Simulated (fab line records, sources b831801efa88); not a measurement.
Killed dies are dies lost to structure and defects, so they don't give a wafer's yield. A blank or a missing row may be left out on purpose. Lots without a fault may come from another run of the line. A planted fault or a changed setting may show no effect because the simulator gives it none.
A struck lot beside a sound one | flow sfq_line | 15 steps out of a route of 325
Sound: wafers L237.3, L237.4, L237.6. Struck: wafer L238.5. (L238.4 of the same lot was not struck and is left out.) The cause comes at the end.
At each step with rows: each side's tool, then ch and its chambers, then its first start. Under that, the readings that differ: sound wafers | struck wafers | difference of the means | sigmas: that difference in standard deviations of wafers without a fault.
alike: readings whose means differ by less than 2 such deviations, and words and numbers that are the same on both sides. not compared: withheld readings, readings that some wafer has no value for, bounds like >300 that may hide the same value, and numbers for which the record gives no deviation and whose values overlap.
The two part at a step that has a row with sigmas, a row that says differs or no value, or rows on one side only. Numbers that don't overlap but have no deviation are shown without sigmas and don't part them. A reading that every wafer of one side lacks parts them only if that side has two wafers or more.

first, 1 step without rows for these wafers: SFQ_TRILAYER_M6_STRIP_SOLV_CLEAN_164 (cleans in NMP, time 600 s).
SFQ_TRILAYER_I6_DEP_PECVD_165: deposits SiO2 from SiH4/N2O, time 111.11 s, target thk 500 nm.
  sound on pecvd-04 ch 1,2, day 77 03:19; struck on pecvd-01 ch 0, day 77 05:26
  alike: chamber_pressure_Torr, heater_power_w, rf_fwd_power_W, throttle_valve_pct
SFQ_TRILAYER_I6_CMP_CMP_166: polishes SiO2.
  sound on cmp-02 ch 2,3, day 77 18:18; struck on cmp-01 ch 2, day 77 23:31
  alike: motor_current_A, time_to_endpoint_s
SFQ_I6_BOW_MEAS_941:
  sound on film_metro-04, day 77 21:20; struck on film_metro-03, day 78 00:04
  alike: I6_BOW
SFQ_TRILAYER_I6_METRO_MEASURE_167:
  sound on film_metro-04, day 77 21:49; struck on film_metro-03, day 78 00:44
  alike: thk_nm
then, 6 steps without rows for these wafers: SFQ_TRILAYER_I6_VIA_LITHO_COAT_174 (resist thk 62 nm); SFQ_TRILAYER_I6_VIA_LITHO_COAT_169 (resist thk 650 nm); SFQ_TRILAYER_I6_VIA_LITHO_SOFTBAKE_173; SFQ_TRILAYER_I6_VIA_LITHO_EXPOSE_170 (exposes mask I6, target cd 700 nm); SFQ_TRILAYER_I6_VIA_LITHO_PEB_172 (peb time 60 s); SFQ_TRILAYER_I6_VIA_LITHO_DEVELOP_171 (time 60 s).
-- the record jumps here: 4 days lie between the struck wafers' starts before and after --
SFQ_I6_OVL_MEAS_942:
  sound on overlay-02, day 82 02:50; struck on overlay-02, day 82 07:38
  alike: I6_OVL
SFQ_TRILAYER_I6_VIA_BARC_OPEN_VIA_ETCH_235: etches BARC in O2, target depth 125 nm, time 41.7 s.
  sound on rie_diel-04 ch 0,2,3, day 82 02:51; struck on rie_diel-03 ch 2, day 82 07:39
  reading                                                 | sound             | struck | difference | sigmas
  oes_product_au (a.u.)                                   | 0.682 0.686 0.683 | 0.662  | -0.022     | -5
  run_length_s (s)                                        | 70.2 69.7 70.7    | 74.2   | +4.0       | +10
  model.KrF_of_TRILAYER_I6_VIA_LITHO_COAT_169.thk_nm (nm) | 572.3 574.4 574.7 | 571.8  | -2.0       |
  alike: drypump_motor_current_A, rf_fwd_power_W
  not compared: rf_hours_counter_h
SFQ_TRILAYER_I6_VIA_ETCH_VIA_ETCH_172: etches SiO2 in CHF3, stops on Nb, target depth 260 nm.
  sound on rie_diel-04 ch 0,2,3, day 82 02:53; struck on rie_diel-03 ch 2, day 82 07:41
  reading                                                 | sound             | struck | difference | sigmas
  oes_product_au (a.u.)                                   | 0.861 0.849 0.849 | 0.863  | +0.010     | +2
  model.KrF_of_TRILAYER_I6_VIA_LITHO_COAT_169.thk_nm (nm) | 527.3 530.4 529.6 | 526.8  | -2.3       |
  alike: drypump_motor_current_A, rf_fwd_power_W
SFQ_TRILAYER_I6_VIA_STRIP_STRIP_173: strips in O2.
  sound on rie_metal-02 ch 0,1, day 82 03:13; struck on rie_metal-02 ch 0, day 82 08:01
  alike: drypump_motor_current_A, oes_product_au, platen_temp_c
  not compared: rf_hours_counter_h

WHERE THEY PART
First at SFQ_TRILAYER_I6_VIA_BARC_OPEN_VIA_ETCH_235; last, within this record, at SFQ_TRILAYER_I6_VIA_ETCH_VIA_ETCH_172. Later steps at which nothing parts them and some readings are alike: SFQ_TRILAYER_I6_VIA_STRIP_STRIP_173.

WHY: what the simulator had put in
Process parameter drift: rie_diel-03, from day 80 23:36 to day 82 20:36, at SFQ_TRILAYER_I6_VIA_BARC_OPEN_VIA_ETCH_235. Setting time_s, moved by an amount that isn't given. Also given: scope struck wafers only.
